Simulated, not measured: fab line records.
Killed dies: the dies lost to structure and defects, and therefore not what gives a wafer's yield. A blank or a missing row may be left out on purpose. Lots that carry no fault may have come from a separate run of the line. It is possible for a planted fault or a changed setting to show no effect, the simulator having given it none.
Which tool is to blame? / flow gf180mcu / 12 lots, 35 wafers sampled, at 4 steps of a route of 602

== WHAT THE GAUGES READ, wafer by wafer ==
GF_V4_BOW_MEAS_05. Usual: for V4_BOW the level is 133 um and the standard deviation is 9.
lot=L819; measured=day 23 05:01; on=film-metro-04; V4_BOW (um)=140 125 134; flag=
lot=L820; measured=day 23 17:49; on=film-metro-03; V4_BOW (um)=128 113 118; flag=
lot=L825; measured=day 25 14:43; on=film-metro-04; V4_BOW (um)=148 135 142; flag=
lot=L827; measured=day 26 06:52; on=film-metro-04; V4_BOW (um)=128 129 119; flag=
lot=L828; measured=day 26 07:05; on=film-metro-04; V4_BOW (um)=140 140 136; flag=
lot=L832; measured=day 27 23:41; on=film-metro-03; V4_BOW (um)=137 126 124; flag=
lot=L835; measured=day 28 08:52; on=film-metro-03; V4_BOW (um)=130 147; flag=
lot=L837; measured=day 29 11:04; on=film-metro-03; V4_BOW (um)=121 129 131; flag=
lot=L838; measured=day 29 16:50; on=film-metro-03; V4_BOW (um)=141 144 151; flag=
lot=L840; measured=day 29 19:22; on=film-metro-04; V4_BOW (um)=134 134 137; flag=
lot=L841; measured=day 30 11:43; on=film-metro-04; V4_BOW (um)=126 139 129; flag=
lot=L842; measured=day 30 21:23; on=film-metro-04; V4_BOW (um)=140 135 138; flag=

GF_TOP_METAL_CD_MEAS_14 targets a cd of 440 nm. Usual: 441.0 nm for cd-nm, sd 1.7.
lot=L819; measured=day 27 19:26; on=cd-sem-02; cd-nm (nm)=437.1 440.2 438.7; flag=
lot=L820; measured=day 28 07:46; on=cd-sem-02; cd-nm (nm)=439.5 441.5 440.8; flag=
lot=L825; measured=day 29 21:28; on=cd-sem-02; cd-nm (nm)=444.4 443.7 441.9; flag=
lot=L827; measured=day 30 12:36; on=cd-sem-02; cd-nm (nm)=441.4 441.6 439.8; flag=
lot=L828; measured=day 30 12:59; on=cd-sem-01; cd-nm (nm)=439.9 438.2 438.7; flag=
lot=L832; measured=day 31 23:10; on=cd-sem-02; cd-nm (nm)=439.4 420.7 440.1 439.1 420.4 440.5; flag=OFF
lot=L835; measured=day 32 07:12; on=cd-sem-02; cd-nm (nm)=441.8 422.8 441.8 422.6; flag=OFF
lot=L837; measured=day 33 06:44; on=cd-sem-02; cd-nm (nm)=442.2 442.2 443.7; flag=
lot=L838; measured=day 33 09:38; on=cd-sem-01; cd-nm (nm)=439.2 440.8 439.9; flag=
lot=L840; measured=day 33 12:30; on=cd-sem-01; cd-nm (nm)=441.4 439.7 439.5; flag=
lot=L841; measured=day 34 02:36; on=cd-sem-01; cd-nm (nm)=440.9 440.3 440.1; flag=
lot=L842; measured=day 34 11:27; on=cd-sem-02; cd-nm (nm)=441.7 443.3 443.1; flag=

== WHAT TOOL EACH LOT RAN ON (gives the tool, then ch and the chambers of the sampled wafers, and finally the start) ==
lot=L819; GF_V5_ETCH_16=rie-diel-01 ch 1,2,3, day 26 22:07; GF_TOP_METAL_EXPOSE_11=iline-stepper-01 ch 0, day 27 09:20
lot=L820; GF_V5_ETCH_16=rie-diel-01 ch 1,2,3, day 27 10:08; GF_TOP_METAL_EXPOSE_11=iline-stepper-01 ch 0, day 27 21:55
lot=L825; GF_V5_ETCH_16=rie-diel-02 ch 0,2,3, day 29 01:33; GF_TOP_METAL_EXPOSE_11=iline-stepper-01 ch 0, day 29 11:59
lot=L827; GF_V5_ETCH_16=rie-diel-01 ch 0,2,3, day 29 16:54; GF_TOP_METAL_EXPOSE_11=iline-stepper-02 ch 0, day 30 03:39
lot=L828; GF_V5_ETCH_16=rie-diel-02 ch 0,1,2, day 29 16:53; GF_TOP_METAL_EXPOSE_11=iline-stepper-01 ch 0, day 30 03:58
lot=L832; GF_V5_ETCH_16=rie-diel-01 ch 0,2, day 31 05:11; GF_TOP_METAL_EXPOSE_11=iline-stepper-01 ch 0, day 31 15:17
lot=L835; GF_V5_ETCH_16=rie-diel-01 ch 0,1, day 31 13:28; GF_TOP_METAL_EXPOSE_11=iline-stepper-01 ch 0, day 31 23:11
lot=L837; GF_V5_ETCH_16=rie-diel-02 ch 1,2,3, day 32 13:01; GF_TOP_METAL_EXPOSE_11=iline-stepper-02 ch 0, day 32 23:35
lot=L838; GF_V5_ETCH_16=rie-diel-04 ch 0,1,2, day 32 17:21; GF_TOP_METAL_EXPOSE_11=iline-stepper-02 ch 0, day 33 03:14
lot=L840; GF_V5_ETCH_16=rie-diel-01 ch 0,2, day 32 20:27; GF_TOP_METAL_EXPOSE_11=iline-stepper-02 ch 0, day 33 05:37
lot=L841; GF_V5_ETCH_16=rie-diel-04 ch 0,1,2, day 33 09:40; GF_TOP_METAL_EXPOSE_11=iline-stepper-02 ch 0, day 33 19:51
lot=L842; GF_V5_ETCH_16=rie-diel-04 ch 0,1, day 33 18:45; GF_TOP_METAL_EXPOSE_11=iline-stepper-02 ch 0, day 34 03:41
- GF_V5_ETCH_16: etches BARC in N2/H2.
- GF_TOP_METAL_EXPOSE_11: exposes mask MetalTop, target cd 440 nm.

== WHAT THE TOOLS THEMSELVES READ (means of the sampled wafers that have a number; where no wafer has one, the mark that the record gives instead) ==
GF_V5_ETCH_16. Usual: drypump-motor-current-A 5.7 A, standard deviation 0.59; h2-flow-sccm 200.1 sccm, standard deviation 0.62; oes-product-au 0.854 a.u., standard deviation 0.0044; throttle-valve-pct 13.225 %, standard deviation 0.0086.
lot=L819; tool=rie-diel-01; drypump-motor-current-A (A)=5.9; h2-flow-sccm (sccm)=200.0; oes-product-au (a.u.)=0.854; throttle-valve-pct (%)=13.231; flag=
lot=L820; tool=rie-diel-01; drypump-motor-current-A (A)=5.9; h2-flow-sccm (sccm)=200.1; oes-product-au (a.u.)=0.854; throttle-valve-pct (%)=13.235; flag=
lot=L825; tool=rie-diel-02; drypump-motor-current-A (A)=5.9; h2-flow-sccm (sccm)=199.9; oes-product-au (a.u.)=0.853; throttle-valve-pct (%)=13.221; flag=
lot=L827; tool=rie-diel-01; drypump-motor-current-A (A)=6.1; h2-flow-sccm (sccm)=200.2; oes-product-au (a.u.)=0.858; throttle-valve-pct (%)=13.220; flag=
lot=L828; tool=rie-diel-02; drypump-motor-current-A (A)=5.8; h2-flow-sccm (sccm)=201.0; oes-product-au (a.u.)=0.855; throttle-valve-pct (%)=13.227; flag=
lot=L832; tool=rie-diel-01; drypump-motor-current-A (A)=6.1; h2-flow-sccm (sccm)=199.7; oes-product-au (a.u.)=0.856; throttle-valve-pct (%)=13.222; flag=
lot=L835; tool=rie-diel-01; drypump-motor-current-A (A)=5.0; h2-flow-sccm (sccm)=200.3; oes-product-au (a.u.)=0.855; throttle-valve-pct (%)=13.229; flag=
lot=L837; tool=rie-diel-02; drypump-motor-current-A (A)=5.6; h2-flow-sccm (sccm)=199.9; oes-product-au (a.u.)=0.860; throttle-valve-pct (%)=13.219; flag=
lot=L838; tool=rie-diel-04; drypump-motor-current-A (A)=5.4; h2-flow-sccm (sccm)=199.7; oes-product-au (a.u.)=0.854; throttle-valve-pct (%)=13.223; flag=
lot=L840; tool=rie-diel-01; drypump-motor-current-A (A)=6.1; h2-flow-sccm (sccm)=200.4; oes-product-au (a.u.)=0.855; throttle-valve-pct (%)=13.217; flag=
lot=L841; tool=rie-diel-04; drypump-motor-current-A (A)=5.4; h2-flow-sccm (sccm)=200.2; oes-product-au (a.u.)=0.848; throttle-valve-pct (%)=13.228; flag=
lot=L842; tool=rie-diel-04; drypump-motor-current-A (A)=5.6; h2-flow-sccm (sccm)=199.9; oes-product-au (a.u.)=0.854; throttle-valve-pct (%)=13.218; flag=

== THE ANSWER, worked out from the rows above alone ==
Rule: lot off if the mean of its wafers having a number is beyond 3 standard deviations from the usual mean. Also off: a lot with no number at a reading for which 4 or more lots have one. Any other lot the step has rows for is counted as sound. First the gauges in route order, then the tools' own readings, where a lot's mean is used as printed above. At the first step where some lot is off, the reading lying furthest off is the one used; lots without a number count as furthest.
Off, at GF_TOP_METAL_CD_MEAS_14 on cd-nm: L832, L835.
If a tool, at a process step before that reading, ran all the lots that are off and no sound lot after the first of them, it fits. Gauges at GF_TOP_METAL_CD_MEAS_14: tried the same way as those tools. One candidate fits, namely iline-stepper-01 at GF_TOP_METAL_EXPOSE_11. Its last sound lot is L828 (day 30 03:58), its first lot that is off L832 (day 31 15:17): a fault that began between those two fits.

== WHAT HAD BEEN PUT IN BY THE SIMULATOR ==
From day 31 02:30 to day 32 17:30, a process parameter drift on iline-stepper-01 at GF_TOP_METAL_EXPOSE_11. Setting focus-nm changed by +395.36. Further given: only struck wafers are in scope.
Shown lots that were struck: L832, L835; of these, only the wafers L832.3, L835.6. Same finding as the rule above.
